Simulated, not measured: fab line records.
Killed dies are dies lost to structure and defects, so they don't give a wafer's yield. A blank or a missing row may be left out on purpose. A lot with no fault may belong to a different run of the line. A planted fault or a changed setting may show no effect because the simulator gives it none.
Which tool is to blame? | flow gf180mcu | 24 lots with 72 wafers sampled at 5 steps, on a route of 602 steps

## WHAT EACH GAUGE READ, for each wafer
GF_V2_RS_MEAS_24: the measuring method here is four-point-probe. Usual: V2_W_RS typically reads 0.327 ohm/sq, with standard deviation 0.0068.
lot  | measured     | on           | V2_W_RS (ohm/sq)  | flag
L074 | day 20 05:21 | filmMetro-02 | 0.321 0.326 0.320 | 
L075 | day 20 13:23 | filmMetro-04 | 0.328 0.324 0.323 | 
L076 | day 20 23:07 | filmMetro-03 | 0.319 0.326 0.329 | 
L077 | day 21 05:27 | filmMetro-04 | 0.338 0.339 0.336 | 
L078 | day 21 18:55 | filmMetro-02 | 0.326 0.329 0.330 | 
L079 | day 22 10:10 | filmMetro-04 | 0.325 0.324 0.320 | 
L080 | day 22 17:27 | filmMetro-03 | 0.327 0.325 0.320 | 
L081 | day 23 02:09 | filmMetro-03 | 0.331 0.335 0.335 | 
L082 | day 23 11:19 | filmMetro-03 | 0.317 0.316 0.317 | 
L083 | day 23 15:16 | filmMetro-02 | 0.334 0.331 0.334 | 
L084 | day 24 09:50 | filmMetro-02 | 0.330 0.323 0.329 | 
L085 | day 24 12:56 | filmMetro-03 | 0.325 0.320 0.313 | 
L086 | day 24 16:22 | filmMetro-03 | 0.316 0.329 0.320 | 
L087 | day 24 22:44 | filmMetro-03 | 0.335 0.329 0.326 | 
L088 | day 25 07:02 | filmMetro-04 | 0.327 0.320 0.325 | 
L089 | day 25 16:32 | filmMetro-02 | 0.342 0.341 0.333 | 
L090 | day 25 19:19 | filmMetro-03 | 0.315 0.317 0.322 | 
L091 | day 26 01:46 | filmMetro-03 | 0.335 0.331 0.334 | 
L092 | day 26 11:55 | filmMetro-03 | 0.332 0.334 0.331 | 
L093 | day 26 21:55 | filmMetro-03 | 0.336 0.335 0.335 | 
L094 | day 27 04:57 | filmMetro-04 | 0.336 0.339 0.336 | 
L095 | day 27 12:56 | filmMetro-04 | 0.315 0.314 0.320 | 
L096 | day 27 21:49 | filmMetro-04 | 0.332 0.329 0.332 | 
L097 | day 27 22:28 | filmMetro-02 | 0.327 0.320 0.325 | 

GF_V3_RS_MEAS_24: the measuring method here is four-point-probe. Usual: V3_W_RS typically reads 0.325 ohm/sq, with standard deviation 0.0046.
lot  | measured     | on           | V3_W_RS (ohm/sq)  | flag
L074 | day 22 08:58 | filmMetro-02 | 0.332 0.331 0.329 | 
L075 | day 22 15:52 | filmMetro-03 | 0.328 0.327 0.328 | 
L076 | day 23 01:11 | filmMetro-03 | 0.319 0.324 0.317 | 
L077 | day 23 06:40 | filmMetro-02 | 0.328 0.331 0.325 | 
L078 | day 23 20:17 | filmMetro-01 | 0.324 0.324 0.324 | 
L079 | day 24 10:28 | filmMetro-02 | 0.327 0.329 0.328 | 
L080 | day 24 17:56 | filmMetro-01 | 0.329 0.327 0.330 | 
L081 | day 25 02:19 | filmMetro-02 | 0.324 0.324 0.329 | 
L082 | day 25 11:11 | filmMetro-03 | 0.325 0.327 0.323 | 
L083 | day 25 13:12 | filmMetro-03 | 0.331 0.334 0.331 | 
L084 | day 26 08:08 | filmMetro-03 | 0.317 0.320 0.322 | 
L085 | day 26 10:34 | filmMetro-01 | 0.322 0.317 0.322 | 
L086 | day 26 14:02 | filmMetro-01 | 0.327 0.331 0.329 | 
L087 | day 26 19:29 | filmMetro-01 | 0.320 0.323 0.321 | 
L088 | day 27 03:21 | filmMetro-01 | 0.318 0.316 0.319 | 
L089 | day 27 13:03 | filmMetro-01 | 0.333 0.332 0.334 | 
L090 | day 27 15:38 | filmMetro-01 | 0.321 0.320 0.322 | 
L091 | day 27 21:31 | filmMetro-01 | 0.326 0.325 0.327 | 
L092 | day 28 07:55 | filmMetro-01 | 0.324 0.324 0.327 | 
L093 | day 28 16:49 | filmMetro-01 | 0.324 0.321 0.319 | 
L094 | day 28 23:20 | filmMetro-01 | 0.321 0.317 0.326 | 
L095 | day 29 08:06 | filmMetro-01 | 0.329 0.328 0.330 | 
L096 | day 29 14:40 | filmMetro-01 | 0.328 0.325 0.327 | 
L097 | day 29 15:12 | filmMetro-02 | 0.326 0.317 0.326 | 

GF_V4_OVL_MEAS_15. Usual: V4_OVL typically reads 0 nm, with standard deviation 6.9.
lot  | measured     | on         | V4_OVL (nm) | flag
L074 | day 24 08:16 | overlay-02 | 6 7 3       | 
L075 | day 24 14:43 | overlay-01 | -2 -10 -2   | 
L076 | day 24 23:48 | overlay-02 | 5 6 3       | 
L077 | day 25 04:43 | overlay-01 | -13 -2 -4   | 
L078 | day 25 18:01 | overlay-01 | 11 13 11    | 
L079 | day 26 07:52 | overlay-01 | 4 3 3       | 
L080 | day 26 15:07 | overlay-01 | -9 -5 -9    | 
L081 | day 26 21:55 | overlay-02 | 5 7 1       | 
L082 | day 27 06:36 | overlay-02 | 4 10 8      | 
L083 | day 27 09:40 | overlay-01 | -11 -7 -8   | 
L084 | day 28 02:49 | overlay-01 | -13 -4 -4   | 
L085 | day 28 05:22 | overlay-01 | 9 -2 2      | 
L086 | day 28 09:10 | overlay-01 | 3 12 10     | 
L087 | day 28 14:07 | overlay-01 | -5 -5 -5    | 
L088 | day 28 21:19 | overlay-01 | -14 -6 -10  | 
L089 | day 29 07:01 | overlay-01 | -14 -7 -13  | 
L090 | day 29 08:55 | overlay-01 | 0 2 -1      | 
L091 | day 29 14:00 | overlay-01 | 7 12 3      | 
L092 | day 29 23:46 | overlay-02 | -5 -6 -4    | 
L093 | day 30 08:34 | overlay-02 | -2 2 -1     | 
L094 | day 30 14:16 | overlay-02 | -4 -1 -6    | 
L095 | day 30 23:16 | overlay-02 | 11 7 14     | 
L096 | day 31 05:13 | overlay-02 | -2 -1 -1    | 
L097 | day 31 05:16 | overlay-01 | 3 -2 3      | 

## TOOL THAT RAN EACH LOT (tool first, then ch and the chambers of the sampled wafers, then the start)
lot  | GF_V1_STRIP_18                      | GF_M4_METAL_ETCH_16
L074 | plasmaAsher-04 ch 0,1, day 18 02:33 | rieMetal-02 ch 0,1, day 23 08:35
L075 | plasmaAsher-03 ch 0,1, day 18 09:27 | rieMetal-04 ch 0,1, day 23 15:20
L076 | plasmaAsher-01 ch 0,1, day 18 19:36 | rieMetal-02 ch 1, day 24 00:20
L077 | plasmaAsher-01 ch 0,1, day 19 01:34 | rieMetal-04 ch 0,1, day 24 05:50
L078 | plasmaAsher-01 ch 0,1, day 19 14:46 | rieMetal-04 ch 0, day 24 19:17
L079 | plasmaAsher-04 ch 0,1, day 20 05:46 | rieMetal-01 ch 0,1, day 25 09:00
L080 | plasmaAsher-03 ch 0,1, day 20 13:46 | rieMetal-04 ch 0,1, day 25 16:22
L081 | plasmaAsher-04 ch 0,1, day 20 23:24 | rieMetal-04 ch 1, day 26 00:23
L082 | plasmaAsher-03 ch 1, day 21 08:57   | rieMetal-01 ch 0,1, day 26 09:20
L083 | plasmaAsher-03 ch 0,1, day 21 13:10 | rieMetal-01 ch 0,1, day 26 11:21
L084 | plasmaAsher-01 ch 0,1, day 22 08:07 | rieMetal-01 ch 1, day 27 05:05
L085 | plasmaAsher-01 ch 0, day 22 11:57   | rieMetal-01 ch 1, day 27 08:01
L086 | plasmaAsher-04 ch 0,1, day 22 15:24 | rieMetal-04 ch 0,1, day 27 11:37
L087 | plasmaAsher-04 ch 0,1, day 22 22:28 | rieMetal-01 ch 0,1, day 27 16:40
L088 | plasmaAsher-03 ch 1, day 23 07:08   | rieMetal-01 ch 0,1, day 28 00:27
L089 | plasmaAsher-03 ch 0,1, day 23 15:52 | rieMetal-02 ch 0,1, day 28 09:51
L090 | plasmaAsher-04 ch 0,1, day 23 21:05 | rieMetal-01 ch 0,1, day 28 12:17
L091 | plasmaAsher-01 ch 0,1, day 24 02:24 | rieMetal-04 ch 0, day 28 18:00
L092 | plasmaAsher-01 ch 0,1, day 24 13:37 | rieMetal-01 ch 0,1, day 29 03:58
L093 | plasmaAsher-04 ch 0,1, day 25 00:53 | rieMetal-04 ch 0,1, day 29 12:48
L094 | plasmaAsher-04 ch 0,1, day 25 08:19 | rieMetal-04 ch 0,1, day 29 18:45
L095 | plasmaAsher-01 ch 0,1, day 25 15:53 | rieMetal-04 ch 0,1, day 30 03:29
L096 | plasmaAsher-03 ch 0,1, day 26 01:48 | rieMetal-02 ch 0, day 30 09:20
L097 | plasmaAsher-04 ch 0,1, day 26 02:09 | rieMetal-01 ch 0,1, day 30 09:41
- GF_V1_STRIP_18: strips in O2/N2.
- GF_M4_METAL_ETCH_16: etches the open film in Cl2/BCl3, stops on SiO2, target depth 750.8 nm, time 125.1 s.

## AS READ BY THE TOOLS THEMSELVES (means over the sampled wafers that have a number; for cases with no such wafer, the mark the record gives instead)
GF_V1_STRIP_18. Usual: drypumpMotorCurrentA 5.83 A, standard deviation 0.19; heaterPowerW 333 W, standard deviation 15; oesProductAu 0.593 a.u., standard deviation 0.0049; platenTempC 249.98 C, standard deviation 0.19.
lot  | tool           | drypumpMotorCurrentA (A) | heaterPowerW (W) | oesProductAu (a.u.) | platenTempC (C) | flag
L074 | plasmaAsher-04 | 5.64                     | 335              | 0.595               | 249.99          | 
L075 | plasmaAsher-03 | 5.96                     | 328              | 0.593               | 250.03          | 
L076 | plasmaAsher-01 | 5.85                     | 332              | 0.595               | 249.77          | 
L077 | plasmaAsher-01 | 5.94                     | 349              | 0.593               | 249.84          | 
L078 | plasmaAsher-01 | 5.87                     | 330              | 0.595               | 249.88          | 
L079 | plasmaAsher-04 | 5.64                     | 332              | 0.588               | 250.16          | 
L080 | plasmaAsher-03 | 5.93                     | 331              | 0.588               | 249.92          | 
L081 | plasmaAsher-04 | 5.63                     | 329              | 0.592               | 249.91          | 
L082 | plasmaAsher-03 | 6.14                     | 333              | 0.597               | 249.84          | 
L083 | plasmaAsher-03 | 6.07                     | 336              | 0.590               | 249.76          | 
L084 | plasmaAsher-01 | 5.91                     | 347              | 0.595               | 250.03          | 
L085 | plasmaAsher-01 | 5.82                     | 317              | 0.595               | 250.08          | 
L086 | plasmaAsher-04 | 5.62                     | 329              | 0.597               | 249.91          | 
L087 | plasmaAsher-04 | 5.62                     | 330              | 0.590               | 249.96          | 
L088 | plasmaAsher-03 | 6.20                     | 341              | 0.595               | 249.96          | 
L089 | plasmaAsher-03 | 6.05                     | 340              | 0.594               | 249.99          | 
L090 | plasmaAsher-04 | 5.67                     | 326              | 0.589               | 250.10          | 
L091 | plasmaAsher-01 | 5.94                     | 349              | 0.597               | 250.08          | 
L092 | plasmaAsher-01 | 5.82                     | 335              | 0.594               | 250.33          | 
L093 | plasmaAsher-04 | 5.68                     | 329              | 0.594               | 249.86          | 
L094 | plasmaAsher-04 | 5.61                     | 329              | 0.594               | 250.06          | 
L095 | plasmaAsher-01 | 5.92                     | 348              | 0.595               | 250.09          | 
L096 | plasmaAsher-03 | 6.05                     | 331              | 0.591               | 250.23          | 
L097 | plasmaAsher-04 | 5.63                     | 326              | 0.595               | 249.89          | 

GF_M4_METAL_ETCH_16. Usual: drypumpMotorCurrentA 5.7 A, standard deviation 0.67; oesProductAu 0.991 a.u., standard deviation 0.0053; throttleValvePct 28.229 %, standard deviation 0.01.
lot  | tool        | drypumpMotorCurrentA (A) | oesProductAu (a.u.) | throttleValvePct (%) | flag
L074 | rieMetal-02 | 5.6                      | 0.988               | 28.236               | 
L075 | rieMetal-04 | 5.3                      | 0.986               | 28.233               | 
L076 | rieMetal-02 | 6.0                      | 0.988               | 28.233               | 
L077 | rieMetal-04 | 5.1                      | 0.990               | 28.225               | 
L078 | rieMetal-04 | 4.8                      | 0.988               | 28.229               | 
L079 | rieMetal-01 | 6.4                      | 0.992               | 28.227               | 
L080 | rieMetal-04 | 5.3                      | 0.988               | 28.225               | 
L081 | rieMetal-04 | 5.6                      | 0.994               | 28.228               | 
L082 | rieMetal-01 | 6.3                      | 0.997               | 28.220               | 
L083 | rieMetal-01 | 6.4                      | 0.994               | 28.223               | 
L084 | rieMetal-01 | 6.4                      | 0.996               | 28.224               | 
L085 | rieMetal-01 | 6.4                      | 0.987               | 28.230               | 
L086 | rieMetal-04 | 5.3                      | 0.989               | 28.232               | 
L087 | rieMetal-01 | 6.4                      | 0.989               | 28.228               | 
L088 | rieMetal-01 | 6.4                      | 0.990               | 28.232               | 
L089 | rieMetal-02 | 5.2                      | 0.986               | 28.232               | 
L090 | rieMetal-01 | 6.4                      | 0.994               | 28.219               | 
L091 | rieMetal-04 | 4.8                      | 0.986               | 28.231               | 
L092 | rieMetal-01 | 6.4                      | 0.995               | 28.219               | 
L093 | rieMetal-04 | 5.4                      | 0.991               | 28.227               | 
L094 | rieMetal-04 | 5.1                      | 0.993               | 28.220               | 
L095 | rieMetal-04 | 5.1                      | 0.989               | 28.240               | 
L096 | rieMetal-02 | 4.8                      | 0.991               | 28.235               | 
L097 | rieMetal-01 | 6.4                      | 0.991               | 28.234               | 

## THE ANSWER, worked out from the rows above alone
Rule: lot off if the mean of its wafers having a number is beyond 3 standard deviations from the usual mean. A lot without any number at a reading at which 4 lots or more have one is off too. The other lots that the step has rows for count as sound. The gauges are gone through in route order, then the tools' own readings, and for those a lot's mean is taken as printed above. At the first step where some lot is off, the reading lying furthest off is the one used; lots without a number count as furthest.
Nothing can be told from this: no lot is off at any reading shown.

## WHAT HAD BEEN PUT IN BY THE SIMULATOR
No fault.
